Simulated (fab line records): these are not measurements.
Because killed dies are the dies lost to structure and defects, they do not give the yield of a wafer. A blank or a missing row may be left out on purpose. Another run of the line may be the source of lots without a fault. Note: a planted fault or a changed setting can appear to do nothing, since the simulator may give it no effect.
Which tool is to blame? -- flow gf180mcu -- 14 lots, 42 wafers sampled, at 3 steps of a route of 602

== WHAT THE GAUGES SHOWED, per wafer ==
GF_M3_CD_MEAS_14: target cd 280 nm.
lot,measured,on,cdNm (nm)
L993,day 21 05:17,cdSem-02,280.9 282.2 279.7
L995,day 22 04:44,cdSem-01,278.3 278.2 278.5
L997,day 23 11:13,cdSem-01,279.9 279.8 279.5
L999,day 24 04:08,cdSem-02,279.8 279.6 279.4
L100,day 24 10:05,cdSem-02,282.0 281.1 281.3
L101,day 25 06:41,cdSem-02,278.7 277.9 277.0
L105,day 26 04:07,cdSem-02,281.9 279.7 281.8
L106,day 26 13:38,cdSem-02,279.4 278.4 279.6
L107,day 26 16:59,cdSem-02,280.3 280.1 280.8
L108,day 27 03:23,cdSem-02,279.4 280.7 280.0
L110,day 27 07:44,cdSem-01,279.5 278.4 278.0
L111,day 27 18:44,cdSem-01,279.4 280.6 280.3
L112,day 28 02:01,cdSem-01,277.1 277.6 277.6
L115,day 29 01:40,cdSem-01,280.5 278.6 280.0

GF_M4_OVL_MEAS_15.
lot,measured,on,M4_OVL (nm)
L993,day 23 06:57,overlay-01,-10 -18 -13
L995,day 24 05:53,overlay-01,-13 -9 -13
L997,day 25 11:20,overlay-01,4 -1 -7
L999,day 26 02:31,overlay-01,-5 -6 -7
L100,day 26 07:58,overlay-02,-1 -5 -3
L101,day 27 03:09,overlay-01,-12 -8 -1
L105,day 27 23:37,overlay-02,-7 -5 -6
L106,day 28 08:19,overlay-01,-1 -4 -1
L107,day 28 10:55,overlay-02,-4 6 0
L108,day 28 21:10,overlay-01,-2 -2 -4
L110,day 29 02:22,overlay-02,-3 -8 -5
L111,day 29 11:43,overlay-01,0 2 2
L112,day 29 20:13,overlay-02,-10 -6 -4
L115,day 30 17:32,overlay-01,0 -2 -2

== WHAT TOOL EACH LOT RAN ON (gives the tool, then ch and the chambers of the sampled wafers, and finally the start) ==
lot,GF_M4_SPUTTER_00
L993,"pvdSputter-03, day 22 07:22"
L995,"pvdSputter-04, day 23 07:09"
L997,"pvdSputter-04, day 24 13:07"
L999,"pvdSputter-01, day 25 05:23"
L100,"pvdSputter-04, day 25 10:40"
L101,"pvdSputter-03, day 26 06:54"
L105,"pvdSputter-04, day 27 03:37"
L106,"pvdSputter-04, day 27 12:20"
L107,"pvdSputter-03, day 27 15:37"
L108,"pvdSputter-01, day 28 02:03"
L110,"pvdSputter-04, day 28 06:50"
L111,"pvdSputter-01, day 28 16:37"
L112,"pvdSputter-01, day 29 00:39"
L115,"pvdSputter-01, day 29 23:20"
- GF_M4_SPUTTER_00: material Ti, target thk 37.5 nm, time 150 s.

== WHAT THE TOOLS THEMSELVES READ (means of the sampled wafers that have a number; where no wafer has one, the mark that the record gives instead) ==
GF_M4_SPUTTER_00.
lot,tool,cathodeDcPowerW (W),chamberPressurePa (Pa),throttleValvePct (%)
L993,pvdSputter-03,3999.8,2.004,29.6
L995,pvdSputter-04,4000.5,2.000,30.8
L997,pvdSputter-04,3999.7,2.000,31.4
L999,pvdSputter-01,4000.2,1.999,30.9
L100,pvdSputter-04,3999.5,1.999,31.2
L101,pvdSputter-03,3999.7,2.002,30.4
L105,pvdSputter-04,4000.4,2.002,31.0
L106,pvdSputter-04,4000.3,1.997,30.4
L107,pvdSputter-03,3999.9,1.999,29.7
L108,pvdSputter-01,4000.8,2.001,31.3
L110,pvdSputter-04,-,-,-
L111,pvdSputter-01,-,-,-
L112,pvdSputter-01,4000.7,2.003,30.8
L115,pvdSputter-01,4000.5,2.004,30.7

== THE ANSWER, worked out from the rows above alone ==
Rule: the lots themselves supply what counts as usual. Put in order of their means at a reading, lots are off if they are a third of the lots or fewer, leave a main group of 4 or more, and stand apart from it by a gap of 3 or more times the standard deviation of the main group's means; of several such gaps the widest counts. Not used: any main group whose means are identical at the precision the tables above print for the reading. Also off: a lot with no number at a reading for which 4 or more lots have one. All remaining lots with rows at the step are treated as sound. First the gauges in route order, then the tools' own readings, where a lot's mean is used as printed above. The first step at which some lot is off is used, and at that step the reading that is off furthest; a lot without a number counts as furthest.
Off, at GF_M4_SPUTTER_00 on cathodeDcPowerW: L110, L111. Without a number there: L110, L111. For the main group the mean is 4000.2 W and the standard deviation 0.41.
A tool fits if, at that step or a process step before it, it ran every lot that is off, and no sound lot after the first of them. None of those tried fits.

== WHAT HAD BEEN PUT IN BY THE SIMULATOR ==
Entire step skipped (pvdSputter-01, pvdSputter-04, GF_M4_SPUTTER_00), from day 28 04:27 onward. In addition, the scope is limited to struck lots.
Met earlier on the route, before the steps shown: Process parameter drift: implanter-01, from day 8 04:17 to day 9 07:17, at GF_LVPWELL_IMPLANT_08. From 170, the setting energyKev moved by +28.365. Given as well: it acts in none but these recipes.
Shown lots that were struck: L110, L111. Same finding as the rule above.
